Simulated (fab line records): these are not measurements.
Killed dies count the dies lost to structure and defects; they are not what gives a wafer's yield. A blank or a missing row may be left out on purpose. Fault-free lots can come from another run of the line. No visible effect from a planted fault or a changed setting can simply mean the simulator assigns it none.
fab line records + flow sky130
record:
- lots: 15
- wafers: 45
- lastDay: 50
route steps=708 shown VIA2@520 METAL3@535 CAPM@537
lots that met no fault: from a run of the same line without faults
startH: hours from the record's opening day to when the first of the lot's shown wafers began + waitH: hours from the lot's prior step to this one + " the same as in the row above + L1.1+2: a single row standing in for several wafers + - no value, or no start was given + * or withheld: withheld + < > ~ a bound
route shown NAME@n: NAME is a module with steps in the file, n the number in the route of the first one + usual: mean/standard deviation taken from wafers without a fault + same: alike in all rows + chamber/n: place in a boat + sites: per-site readings + _std_site: the standard deviation of these + _edge_site: inner sites' mean taken away from outer sites' mean + radiusMm: for every site, how far away it sits from the centre of the wafer + mask NAME#n: copy n + behind: the last tool/chamber to shape the wafer + hold: why the lot was held/for how many hours/how that ended + device: names the non-switching transistor (n, p or np) + end of line: tests of these same wafers at the route's end + a step given without rows: its recipe and nothing more + killed: dies lost to structure and defects at the first sort, not the wafer's yield + map: shows each die of a wafer: x if killed, . if not, _ if none is there
set.NAME: the setting that was run; set.NAME@STEP: the one run at that earlier step + model.NAME: the simulator's own value behind a step, which no gauge read
route steps across a sampled set of lots; one table per step, one row per wafer
services: the hour from which a tool's chamber was out of use, counted from the record's first day as startH (under 0 if before that day), plus the number of hours and why
== steps ==
step: SKY_VIA2_OVL_MEAS_13
usual:
- VIA2_OVL: 1/5.8
| lot.wafer | tool       | chamber | startH  | waitH | VIA2_OVL[nm] |
|-----------|------------|---------|---------|-------|--------------|
| L397.2    | overlay-02 | -       | 845.04  | 0.1   | 1            |
| L397.4    | "          | -       | "       | "     | -4           |
| L397.6    | "          | -       | "       | "     | -5           |
| L398.1    | overlay-01 | -       | 853.40  | 0.1   | 11           |
| L398.2    | "          | -       | "       | "     | 4            |
| L398.3    | "          | -       | "       | "     | 12           |
| L401.1    | overlay-01 | -       | 893.62  | 0.1   | 4            |
| L401.2    | "          | -       | "       | "     | 1            |
| L401.6    | "          | -       | "       | "     | -5           |
| L405.2    | overlay-01 | -       | 913.54  | 0.1   | 5            |
| L405.3    | "          | -       | "       | "     | 14           |
| L405.5    | "          | -       | "       | "     | 11           |
| L406.2    | overlay-02 | -       | 921.22  | 0.1   | 8            |
| L406.4    | "          | -       | "       | "     | 2            |
| L406.6    | "          | -       | "       | "     | 2            |
| L407.1    | overlay-01 | -       | 932.63  | 0.1   | 0            |
| L407.2    | "          | -       | "       | "     | -1           |
| L407.4    | "          | -       | "       | "     | -5           |
| L410.1    | overlay-01 | -       | 945.36  | 0.1   | 8            |
| L410.3    | "          | -       | "       | "     | 3            |
| L410.5    | "          | -       | "       | "     | 12           |
| L411.2    | overlay-02 | -       | 953.57  | 0.1   | 2            |
| L411.3    | "          | -       | "       | "     | 9            |
| L411.6    | "          | -       | "       | "     | -1           |
| L412.4    | overlay-01 | -       | 957.70  | 0.1   | 1            |
| L412.5    | "          | -       | "       | "     | -4           |
| L412.6    | "          | -       | "       | "     | 1            |
| L413.1    | overlay-01 | -       | 967.51  | 0.1   | 0            |
| L413.3    | "          | -       | "       | "     | 5            |
| L413.6    | "          | -       | "       | "     | 0            |
| L414.3    | overlay-02 | -       | 968.10  | 0.1   | 3            |
| L414.5    | "          | -       | "       | "     | 2            |
| L414.6    | "          | -       | "       | "     | 6            |
| L415.1    | overlay-02 | -       | 992.58  | 0.1   | -10          |
| L415.4    | "          | -       | "       | "     | -5           |
| L415.5    | "          | -       | "       | "     | -3           |
| L417.1    | overlay-02 | -       | 1004.62 | 0.1   | 1            |
| L417.4    | "          | -       | "       | "     | -7           |
| L417.5    | "          | -       | "       | "     | -1           |
| L419.1    | overlay-01 | -       | 1009.46 | 0.1   | 3            |
| L419.4    | "          | -       | "       | "     | -1           |
| L419.5    | "          | -       | "       | "     | 2            |
| L418.2    | overlay-01 | -       | 1010.17 | 0.1   | -11          |
| L418.5    | "          | -       | "       | "     | -4           |
| L418.6    | "          | -       | "       | "     | -6           |
step: SKY_METAL3_SPUTTER_03
recipe:
- material: Ti
- targetThkNm: 5
- powerW: 3000
- timeS: 3.3
- chamberPressurePa: 0.4
usual:
- cathodeDcPowerW: 3000.0/0.54
- chamberPressurePa: 0.4001/0.00098
- throttleValvePct: 29.9/0.94
| lot.wafer | tool          | chamber | startH  | waitH | cathodeDcPowerW | chamberPressurePa | throttleValvePct |
|-----------|---------------|---------|---------|-------|-----------------|-------------------|------------------|
| L397.2    | pvdSputter-04 | -       | 846.52  | 0.0   | 2999.6          | 0.4000            | 30.0             |
| L397.4    | "             | -       | "       | "     | 2999.9          | 0.4003            | 29.4             |
| L397.6    | "             | -       | "       | "     | 2999.0          | 0.4008            | 29.9             |
| L398.1    | pvdSputter-04 | -       | 854.89  | 0.0   | 3000.4          | 0.4001            | 30.7             |
| L398.2    | "             | -       | "       | "     | 2999.5          | 0.4015            | 32.0             |
| L398.3    | "             | -       | "       | "     | 2999.0          | 0.3998            | 30.1             |
| L401.1    | pvdSputter-02 | -       | 895.46  | 0.0   | 3000.0          | 0.3999            | 29.2             |
| L401.2    | "             | -       | "       | "     | 2999.6          | 0.4002            | 29.6             |
| L401.6    | "             | -       | "       | "     | 3000.0          | 0.4000            | 29.3             |
| L405.2    | pvdSputter-03 | -       | 915.06  | 0.0   | -               | -                 | -                |
| L405.3    | "             | -       | "       | "     | -               | -                 | -                |
| L405.5    | "             | -       | "       | "     | -               | -                 | -                |
| L406.2    | pvdSputter-04 | -       | 922.75  | 0.0   | -               | -                 | -                |
| L406.4    | "             | -       | "       | "     | -               | -                 | -                |
| L406.6    | "             | -       | "       | "     | -               | -                 | -                |
| L407.1    | pvdSputter-04 | -       | 934.13  | 0.0   | -               | -                 | -                |
| L407.2    | "             | -       | "       | "     | -               | -                 | -                |
| L407.4    | "             | -       | "       | "     | -               | -                 | -                |
| L410.1    | pvdSputter-02 | -       | 946.86  | 0.0   | 3001.2          | 0.4017            | 28.7             |
| L410.3    | "             | -       | "       | "     | 2999.5          | 0.3999            | 29.6             |
| L410.5    | "             | -       | "       | "     | 3000.0          | 0.4010            | 28.9             |
| L411.2    | pvdSputter-04 | -       | 955.05  | 0.0   | 2999.8          | 0.3990            | 31.9             |
| L411.3    | "             | -       | "       | "     | 3000.1          | 0.4005            | 29.8             |
| L411.6    | "             | -       | "       | "     | 2999.6          | 0.4010            | 29.7             |
| L412.4    | pvdSputter-03 | -       | 959.18  | 0.0   | 3000.3          | 0.3998            | 29.0             |
| L412.5    | "             | -       | "       | "     | 3000.6          | 0.4002            | 29.6             |
| L412.6    | "             | -       | "       | "     | 3000.1          | 0.4006            | 29.7             |
| L413.1    | pvdSputter-02 | -       | 969.01  | 0.0   | 3000.6          | 0.3990            | 29.2             |
| L413.3    | "             | -       | "       | "     | 3000.4          | 0.4004            | 29.7             |
| L413.6    | "             | -       | "       | "     | 3000.7          | 0.4006            | 28.9             |
| L414.3    | pvdSputter-03 | -       | 969.58  | 0.0   | 2999.7          | 0.3991            | 29.2             |
| L414.5    | "             | -       | "       | "     | 2999.4          | 0.4015            | 29.1             |
| L414.6    | "             | -       | "       | "     | 3000.1          | 0.4002            | 29.7             |
| L415.1    | pvdSputter-02 | -       | 994.09  | 0.0   | 3000.1          | 0.3996            | 29.8             |
| L415.4    | "             | -       | "       | "     | 2999.1          | 0.3996            | 29.5             |
| L415.5    | "             | -       | "       | "     | 3001.4          | 0.4001            | 29.2             |
| L417.1    | pvdSputter-03 | -       | 1006.16 | 0.0   | 3000.5          | 0.4001            | 29.9             |
| L417.4    | "             | -       | "       | "     | 3000.5          | 0.4009            | 29.2             |
| L417.5    | "             | -       | "       | "     | 3000.3          | 0.4010            | 29.2             |
| L419.1    | pvdSputter-02 | -       | 1010.95 | 0.0   | 3000.3          | 0.3992            | 29.7             |
| L419.4    | "             | -       | "       | "     | 2999.4          | 0.3997            | 31.6             |
| L419.5    | "             | -       | "       | "     | 3000.2          | 0.4009            | 29.7             |
| L418.2    | pvdSputter-02 | -       | 1011.70 | 0.0   | 2999.4          | 0.3996            | 28.8             |
| L418.5    | "             | -       | "       | "     | 2999.7          | 0.4007            | 29.1             |
| L418.6    | "             | -       | "       | "     | 2999.2          | 0.3985            | 29.7             |
step: SKY_CAPM_CVD_00
recipe:
- material: SiO2
- targetThkNm: 15.5
- tempC: 400
- timeS: withheld
- rfW: 450
usual:
- heaterPowerW: 691/120
| lot.wafer | tool     | chamber | startH  | waitH | heaterPowerW |
|-----------|----------|---------|---------|-------|--------------|
| L397.2    | pecvd-02 | 1       | 846.59  | 0.0   | 568          |
| L397.4    | "        | 0       | "       | "     | 804          |
| L397.6    | "        | 1       | "       | "     | 584          |
| L398.1    | pecvd-02 | 1       | 854.96  | 0.0   | 607          |
| L398.2    | "        | 0       | "       | "     | 750          |
| L398.3    | "        | 2       | "       | "     | 551          |
| L401.1    | pecvd-02 | 2       | 895.53  | 0.0   | 684          |
| L401.2    | "        | 1       | "       | "     | 497          |
| L401.6    | "        | 1       | "       | "     | 516          |
| L405.2    | pecvd-02 | 2       | 915.13  | 0.0   | 607          |
| L405.3    | "        | 1       | "       | "     | 600          |
| L405.5    | "        | 1       | "       | "     | 593          |
| L406.2    | pecvd-01 | 2       | 922.82  | 0.0   | 823          |
| L406.4    | "        | 0       | "       | "     | 659          |
| L406.6    | "        | 2       | "       | "     | 828          |
| L407.1    | pecvd-02 | 0       | 934.19  | 0.0   | 928          |
| L407.2    | "        | 1       | "       | "     | 587          |
| L407.4    | "        | 2       | "       | "     | 701          |
| L410.1    | pecvd-02 | 0       | 946.93  | 0.0   | 909          |
| L410.3    | "        | 2       | "       | "     | 641          |
| L410.5    | "        | 1       | "       | "     | 593          |
| L411.2    | pecvd-02 | 0       | 955.12  | 0.0   | 782          |
| L411.3    | "        | 1       | "       | "     | 532          |
| L411.6    | "        | 1       | "       | "     | 521          |
| L412.4    | pecvd-01 | 2       | 959.25  | 0.0   | 803          |
| L412.5    | "        | 2       | "       | "     | 791          |
| L412.6    | "        | 0       | "       | "     | 648          |
| L413.1    | pecvd-04 | 0       | 969.08  | 0.0   | 774          |
| L413.3    | "        | 1       | "       | "     | 638          |
| L413.6    | "        | 2       | "       | "     | 663          |
| L414.3    | pecvd-01 | 1       | 969.64  | 0.0   | 519          |
| L414.5    | "        | 2       | "       | "     | 752          |
| L414.6    | "        | 1       | "       | "     | 511          |
| L415.1    | pecvd-04 | 2       | 994.16  | 0.0   | 675          |
| L415.4    | "        | 1       | "       | "     | 644          |
| L415.5    | "        | 2       | "       | "     | 667          |
| L417.1    | pecvd-04 | 1       | 1006.22 | 0.0   | 659          |
| L417.4    | "        | 0       | "       | "     | 834          |
| L417.5    | "        | 2       | "       | "     | 628          |
| L419.1    | pecvd-02 | 2       | 1011.02 | 0.0   | 609          |
| L419.4    | "        | 1       | "       | "     | 526          |
| L419.5    | "        | 2       | "       | "     | 588          |
| L418.2    | pecvd-02 | 1       | 1011.77 | 0.0   | 622          |
| L418.5    | "        | 2       | "       | "     | 681          |
| L418.6    | "        | 1       | "       | "     | 603          |
step: SKY_CAPM_OVL_MEAS_12
usual:
- CAPM_OVL: 0.5/1.5
| lot.wafer | tool       | chamber | startH  | waitH | CAPM_OVL[nm] |
|-----------|------------|---------|---------|-------|--------------|
| L397.2    | overlay-01 | -       | 871.52  | 0.1   | 0.7          |
| L397.4    | "          | -       | "       | "     | 0.2          |
| L397.6    | "          | -       | "       | "     | 1.3          |
| L398.1    | overlay-02 | -       | 881.19  | 0.1   | 0.0          |
| L398.2    | "          | -       | "       | "     | 0.9          |
| L398.3    | "          | -       | "       | "     | 2.8          |
| L401.1    | overlay-01 | -       | 920.26  | 0.1   | 1.0          |
| L401.2    | "          | -       | "       | "     | 1.7          |
| L401.6    | "          | -       | "       | "     | 0.1          |
| L405.2    | overlay-01 | -       | 940.08  | 0.1   | 0.2          |
| L405.3    | "          | -       | "       | "     | 1.3          |
| L405.5    | "          | -       | "       | "     | 1.9          |
| L406.2    | overlay-02 | -       | 947.40  | 0.1   | -1.1         |
| L406.4    | "          | -       | "       | "     | 0.3          |
| L406.6    | "          | -       | "       | "     | -2.7         |
| L407.1    | overlay-01 | -       | 958.72  | 0.1   | -0.1         |
| L407.2    | "          | -       | "       | "     | 0.2          |
| L407.4    | "          | -       | "       | "     | -1.4         |
| L410.1    | overlay-01 | -       | 970.92  | 0.1   | 0.4          |
| L410.3    | "          | -       | "       | "     | -0.5         |
| L410.5    | "          | -       | "       | "     | 1.6          |
| L411.2    | overlay-02 | -       | 979.27  | 0.1   | -1.3         |
| L411.3    | "          | -       | "       | "     | -1.5         |
| L411.6    | "          | -       | "       | "     | -0.6         |
| L412.4    | overlay-01 | -       | 982.51  | 0.1   | 0.7          |
| L412.5    | "          | -       | "       | "     | 2.2          |
| L412.6    | "          | -       | "       | "     | 2.0          |
| L413.1    | overlay-01 | -       | 993.12  | 0.1   | -0.4         |
| L413.3    | "          | -       | "       | "     | -0.8         |
| L413.6    | "          | -       | "       | "     | 1.5          |
| L414.3    | overlay-01 | -       | 993.95  | 0.1   | -1.8         |
| L414.5    | "          | -       | "       | "     | 2.1          |
| L414.6    | "          | -       | "       | "     | 1.0          |
| L415.1    | overlay-01 | -       | 1016.17 | 0.1   | -1.2         |
| L415.4    | "          | -       | "       | "     | 1.0          |
| L415.5    | "          | -       | "       | "     | -0.3         |
| L417.1    | overlay-02 | -       | 1029.07 | 0.1   | -0.2         |
| L417.4    | "          | -       | "       | "     | -2.0         |
| L417.5    | "          | -       | "       | "     | -0.7         |
| L419.1    | overlay-02 | -       | 1033.92 | 0.1   | 4.3          |
| L419.4    | "          | -       | "       | "     | 2.5          |
| L419.5    | "          | -       | "       | "     | 3.6          |
| L418.2    | overlay-01 | -       | 1034.58 | 0.1   | -0.6         |
| L418.5    | "          | -       | "       | "     | -0.7         |
| L418.6    | "          | -       | "       | "     | -1.3         |
== services ==
| tool          | chamber | startH  | hours | kind                         |
|---------------|---------|---------|-------|------------------------------|
| pecvd-01      | 2       | 823.31  | 2.1   | scheduledDown                |
| pvdSputter-04 | -       | 865.95  | 3.0   | repair                       |
| pecvd-01      | -       | 916.62  | 1.5   | repair                       |
| pecvd-01      | 2       | 923.53  | 5.5   | scheduledDown                |
| pecvd-04      | 2       | 924.28  | 3.3   | repair                       |
| pecvd-02      | -       | 940.60  | 0.7   | repair                       |
| pecvd-01      | 1       | 954.57  | 9.3   | repair                       |
| pecvd-02      | -       | 960.06  | 14.6  | pm                           |
| pecvd-01      | 1       | 963.85  | 5.5   | scheduledDown                |
| pvdSputter-02 | -       | 997.43  | 3.8   | repair                       |
| pecvd-04      | -       | 997.92  | 0.9   | repair                       |
| pecvd-01      | 1       | 999.38  | -     | clean                        |
| pecvd-01      | 1       | 999.38  | -     | consumableReplace:showerhead |
| pecvd-01      | 1       | 999.38  | 29.0  | scheduledDown                |
| pecvd-01      | 1       | 999.38  | 29.0  | ventCycle                    |
| pecvd-02      | -       | 1004.17 | 6.0   | pm                           |
== key ==
firstSign:
- step: SKY_METAL3_SPUTTER_03
- reading: toolRecord
- direction: missing
effect none on later readings
metAt SKY_METAL3_SPUTTER_03
struckLots L405,L406,L407
laterRowsLeftOut L405.2,L405.3,L405.5,L406.2,L406.4,L406.6,L407.1,L407.2,L407.4
sortLeftOut L405.2,L405.3,L405.5,L406.2,L406.4,L406.6,L407.1,L407.2,L407.4
notActingAt SKY_VIA2_OVL_MEAS_13,SKY_CAPM_CVD_00,SKY_CAPM_OVL_MEAS_12
onsetBetween 854.89 915.06
fault:
- kind: skippedStepWhole
- tool: pvdSputter-03,pvdSputter-04
- chamber: -
- onsetH: 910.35
- steps: SKY_METAL3_SPUTTER_03
- scope: struckLotsOnly
sortLeftOut: the simulated sort isn't trusted on such a fault, so these wafers' sort isn't shown, and their yield isn't known
laterRowsLeftOut: the simulator's readings of these wafers behind a module that went badly wrong aren't trusted and aren't shown, but for the sort
